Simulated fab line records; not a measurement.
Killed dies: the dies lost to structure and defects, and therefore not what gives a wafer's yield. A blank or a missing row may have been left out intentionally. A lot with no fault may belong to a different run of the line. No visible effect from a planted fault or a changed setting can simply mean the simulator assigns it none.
Which tool did it? ; flow sky130 ; Sampling: 10 lots, 30 wafers, 5 of 708 route steps

== WHAT EACH GAUGE READ, for each wafer ==
No reading from a measuring or inspecting step in the record can be judged against a usual standard deviation.

== WHAT TOOL EACH LOT RAN ON (gives the tool, then ch and the chambers of the sampled wafers, and finally the start) ==
lot;SKY_METAL2_DESCUM_17;SKY_VIA3_CMP_02;SKY_VIA3_ETCH_14;SKY_VIA3_STRIP_16;SKY_CAP2M_STRIP_14
L801;rieMetal-02 ch 0,1, day 35 17:34;cmp-02 ch 0,1,2, day 39 04:06;rieDiel-01 ch 0,1,2, day 40 05:46;plasmaAsher-03 ch 0,1, day 40 05:52;plasmaAsher-01 ch 0,1, day 41 06:16
L805;rieMetal-04 ch 0,1, day 37 08:29;cmp-01 ch 0,3, day 40 18:20;rieDiel-02 ch 2,3, day 41 17:05;plasmaAsher-03 ch 0,1, day 41 17:11;plasmaAsher-02 ch 0,1, day 42 18:26
L808;rieMetal-02 ch 0,1, day 38 22:25;cmp-02 ch 1,2,3, day 42 03:26;rieDiel-01 ch 0,1,2, day 43 04:14;plasmaAsher-04 ch 0,1, day 43 04:20;plasmaAsher-01 ch 0,1, day 44 04:20
L813;rieMetal-01 ch 0,1, day 40 02:58;cmp-01 ch 0,2,3, day 43 06:38;rieDiel-03 ch 0,1,3, day 44 05:34;plasmaAsher-04 ch 0,1, day 44 05:40;plasmaAsher-01 ch 0,1, day 45 03:34
L816;rieMetal-02 ch 1, day 40 10:26;cmp-02 ch 0,2,3, day 43 14:59;rieDiel-03 ch 0,1, day 44 13:11;plasmaAsher-04 ch 0,1, day 44 13:19;plasmaAsher-01 ch 0,1, day 45 12:39
L815;rieMetal-01 ch 0,1, day 40 12:50;cmp-02 ch 0,1,2, day 43 17:35;rieDiel-02 ch 2,3, day 44 16:20;plasmaAsher-04 ch 0,1, day 44 16:26;plasmaAsher-04 ch 0,1, day 45 14:28
L818;rieMetal-02 ch 0,1, day 41 15:38;cmp-02 ch 0,2,3, day 44 17:03;rieDiel-01 ch 0,2,3, day 45 14:59;plasmaAsher-03 ch 0,1, day 45 15:05;plasmaAsher-02 ch 0,1, day 46 13:46
L819;rieMetal-01 ch 0, day 41 17:52;cmp-02 ch 0,1,2, day 44 18:55;rieDiel-02 ch 0,2, day 45 16:31;plasmaAsher-02 ch 0,1, day 45 16:37;plasmaAsher-04 ch 0,1, day 46 14:08
L820;rieMetal-04 ch 0,1, day 41 18:22;cmp-01 ch 0,3, day 44 18:59;rieDiel-03 ch 0,1,2, day 45 16:47;plasmaAsher-03 ch 0,1, day 45 16:53;plasmaAsher-01 ch 0,1, day 46 14:26
L821;rieMetal-02 ch 0,1, day 41 21:53;cmp-02 ch 2,3, day 45 00:19;rieDiel-03 ch 0,2,3, day 45 21:58;plasmaAsher-02 ch 0,1, day 45 22:04;plasmaAsher-01 ch 0, day 46 20:01
- SKY_METAL2_DESCUM_17: chemistry O2, time 8 s.
- SKY_VIA3_CMP_02: polishes SiO2.
- SKY_VIA3_ETCH_14: etches BARC in N2/H2, stops on SiO2, time 45.9 s, target depth 60 nm.
- SKY_VIA3_STRIP_16: strips in O2/N2.
- SKY_CAP2M_STRIP_14: strips in O2/N2.

== AS READ BY THE TOOLS THEMSELVES (means over the sampled wafers that have a number; for cases with no such wafer, the mark the record gives instead) ==
SKY_METAL2_DESCUM_17.
lot;tool;drypumpMotorCurrentA (A);oesProductAu (a.u.)
L801;rieMetal-02;5.2;1.004
L805;rieMetal-04;6.0;1.014
L808;rieMetal-02;5.0;0.998
L813;rieMetal-01;5.8;0.997
L816;rieMetal-02;5.5;1.003
L815;rieMetal-01;6.1;0.992
L818;rieMetal-02;5.2;1.002
L819;rieMetal-01;6.4;1.008
L820;rieMetal-04;5.9;1.018
L821;rieMetal-02;5.0;1.005

SKY_VIA3_CMP_02.
lot;tool;motorCurrentA (A);retainingRingPressureFrac
L801;cmp-02;11.6;0.998
L805;cmp-01;11.2;0.998
L808;cmp-02;11.3;1.001
L813;cmp-01;12.1;1.001
L816;cmp-02;11.2;0.998
L815;cmp-02;11.5;1.001
L818;cmp-02;11.3;1.000
L819;cmp-02;11.6;0.998
L820;cmp-01;11.3;1.003
L821;cmp-02;10.7;1.002

SKY_VIA3_ETCH_14.
lot;tool;drypumpMotorCurrentA (A);oesProductAu (a.u.);runLengthS (s);throttleValvePct (%)
L801;rieDiel-01;5.5;0.854;74.8;13.227
L805;rieDiel-02;6.0;0.857;74.3;13.225
L808;rieDiel-01;5.5;0.891;72.7;13.224
L813;rieDiel-03;5.8;0.852;74.3;13.219
L816;rieDiel-03;5.7;0.848;74.5;13.222
L815;rieDiel-02;5.9;0.853;74.5;13.234
L818;rieDiel-01;5.4;0.854;74.7;13.232
L819;rieDiel-02;6.3;0.857;73.7;13.220
L820;rieDiel-03;5.6;0.851;74.2;13.226
L821;rieDiel-03;5.7;0.860;74.1;13.224

SKY_VIA3_STRIP_16.
lot;tool;drypumpMotorCurrentA (A);oesProductAu (a.u.);stripTimeToEndpointS (s)
L801;plasmaAsher-03;6.0;0.403;4.117
L805;plasmaAsher-03;6.1;0.400;4.149
L808;plasmaAsher-04;5.8;0.406;4.169
L813;plasmaAsher-04;5.8;0.407;4.142
L816;plasmaAsher-04;5.8;0.401;4.138
L815;plasmaAsher-04;5.8;0.404;4.161
L818;plasmaAsher-03;6.1;0.400;4.121
L819;plasmaAsher-02;5.4;0.403;4.108
L820;plasmaAsher-03;6.1;0.399;4.134
L821;plasmaAsher-02;5.0;0.408;4.119

SKY_CAP2M_STRIP_14.
lot;tool;drypumpMotorCurrentA (A);oesProductAu (a.u.);stripTimeToEndpointS (s)
L801;plasmaAsher-01;5.36;0.704;12.74
L805;plasmaAsher-02;5.05;0.708;12.69
L808;plasmaAsher-01;5.35;0.711;12.61
L813;plasmaAsher-01;5.30;0.712;12.64
L816;plasmaAsher-01;5.37;0.710;12.70
L815;plasmaAsher-04;5.85;0.713;12.64
L818;plasmaAsher-02;5.04;0.712;12.66
L819;plasmaAsher-04;5.81;0.705;12.62
L820;plasmaAsher-01;5.33;0.709;12.65
L821;plasmaAsher-01;5.38;0.710;12.62

== THE ANSWER, worked out from the rows above alone ==
Rule: the usual values come from the lots themselves. The widest of any qualifying gaps counts: lots, ordered by their means at a reading, are off when they make up no more than a third of the lots, leave a main group of 4 or more, and stand apart from it by 3 or more times the standard deviation of that group's means. A main group is skipped when, at the precision printed for the reading in the tables above, its means are all equal. A lot without any number at a reading at which 4 lots or more have one is off too. All remaining lots with rows at the step are treated as sound. After the gauges, taken in route order, come the tools' own readings; for these a lot's mean is taken, as printed above. At the first step where some lot is off, the reading lying furthest off is the one used; lots without a number count as furthest.
Off: L808, at SKY_VIA3_ETCH_14 (oesProductAu). The main group has a mean of 0.854 a.u. with a standard deviation of 0.0034.
A tool fits if, at that step or a process step before it, it ran every lot that is off, and no sound lot after the first of them. None of those tried fits.

== WHAT WAS PUT IN BY THE SIMULATOR ==
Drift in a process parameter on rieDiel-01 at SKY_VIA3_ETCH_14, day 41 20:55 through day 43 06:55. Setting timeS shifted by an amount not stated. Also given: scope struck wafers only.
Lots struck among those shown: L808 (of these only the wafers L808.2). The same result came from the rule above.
